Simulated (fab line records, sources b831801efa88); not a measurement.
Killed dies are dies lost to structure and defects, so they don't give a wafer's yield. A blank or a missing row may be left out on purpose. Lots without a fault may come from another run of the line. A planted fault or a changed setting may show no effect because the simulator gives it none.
Which tool did it? | flow gf180mcu | 6 lots, 16 wafers sampled, at 4 steps of a route of 602

WHAT THE GAUGES READ, wafer by wafer
GF_PASSIVATION_THK_MEAS_03.
lot  | measured     | on            | PASSIVATION_CVD_02_THK (nm)
L427 | day 28 10:43 | film_metro-02 | 681 702 717
L435 | day 30 21:53 | film_metro-03 | 356 690
L437 | day 31 17:24 | film_metro-02 | 360 367
L440 | day 32 04:32 | film_metro-03 | 705 716 716
L445 | day 33 10:05 | film_metro-04 | 701 694 722
L447 | day 33 17:37 | film_metro-03 | 696 706 716

WHICH TOOL RAN EACH LOT (tool, then ch and the chambers of the sampled wafers, then the start)
lot  | GF_V3_ETCH_17                                 | GF_M4_SPUTTER_03             | GF_PASSIVATION_CVD_02
L427 | rie_diel-02 ch 0,1, day 22 19:49 or earlier   | pvd_sputter-03, day 22 19:49 | pecvd-02 ch 0,1, day 28 10:26
L435 | rie_diel-04 ch 0,1, day 25 17:19 or earlier   | pvd_sputter-04, day 25 17:19 | pecvd-02 ch 0,2, day 30 21:35
L437 | rie_diel-02 ch 0,2, day 26 15:19 or earlier   | pvd_sputter-03, day 26 15:19 | pecvd-02 ch 1,2, day 31 17:07
L440 | rie_diel-04 ch 1,2, day 27 05:19 or earlier   | pvd_sputter-03, day 27 05:19 | pecvd-04 ch 1,2, day 32 04:14
L445 | rie_diel-02 ch 0,1,2, day 28 16:34 or earlier | pvd_sputter-01, day 28 16:34 | pecvd-04 ch 0,1,2, day 33 09:48
L447 | rie_diel-02 ch 1,2, day 29 03:27 or earlier   | pvd_sputter-04, day 29 03:27 | pecvd-04 ch 0,1,2, day 33 17:19
- GF_V3_ETCH_17: etches SiO2 in C4F8/O2/Ar, stops on TiN, target depth 635 nm.
- GF_M4_SPUTTER_03: material Ti, target thk 10 nm, time 6.7 s.
- GF_PASSIVATION_CVD_02: deposits Si3N4, target thk 700 nm, time 486.18 s.

THE ANSWER, worked out from the rows above alone
Rule: what is usual is taken from the lots themselves. Put in order of their means at a reading, lots are off if they are a third of the lots or fewer, leave a main group of 4 or more, and stand apart from it by a gap of 3 or more times the standard deviation of the main group's means; of several such gaps the widest counts. A main group whose means are all the same, to the digits that the tables above print for the reading, isn't used. A lot without any number at a reading at which 4 lots or more have one is off too. The other lots that the step has rows for count as sound.
Off: L435, L437, at GF_PASSIVATION_THK_MEAS_03 (PASSIVATION_CVD_02_THK). The main group: mean 706 nm, standard deviation 4.4.
A tool fits if, at a process step before that reading, it ran every lot that is off, and no sound lot after the first of them. The gauges at GF_PASSIVATION_THK_MEAS_03 are tried like those tools. GF_V3_ETCH_17 gives no start for some lots, so the hours and the order of its lots are those of GF_M4_SPUTTER_03. One fits: pecvd-02 at GF_PASSIVATION_CVD_02. Its last sound lot is L427 (day 28 10:26), its first lot that is off L435 (day 30 21:35): a fault that began between those two fits.

WHAT THE SIMULATOR HAD PUT IN
Process parameter drift: pecvd-02, from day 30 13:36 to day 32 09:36, at GF_PASSIVATION_CVD_02. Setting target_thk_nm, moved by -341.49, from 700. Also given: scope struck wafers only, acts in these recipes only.
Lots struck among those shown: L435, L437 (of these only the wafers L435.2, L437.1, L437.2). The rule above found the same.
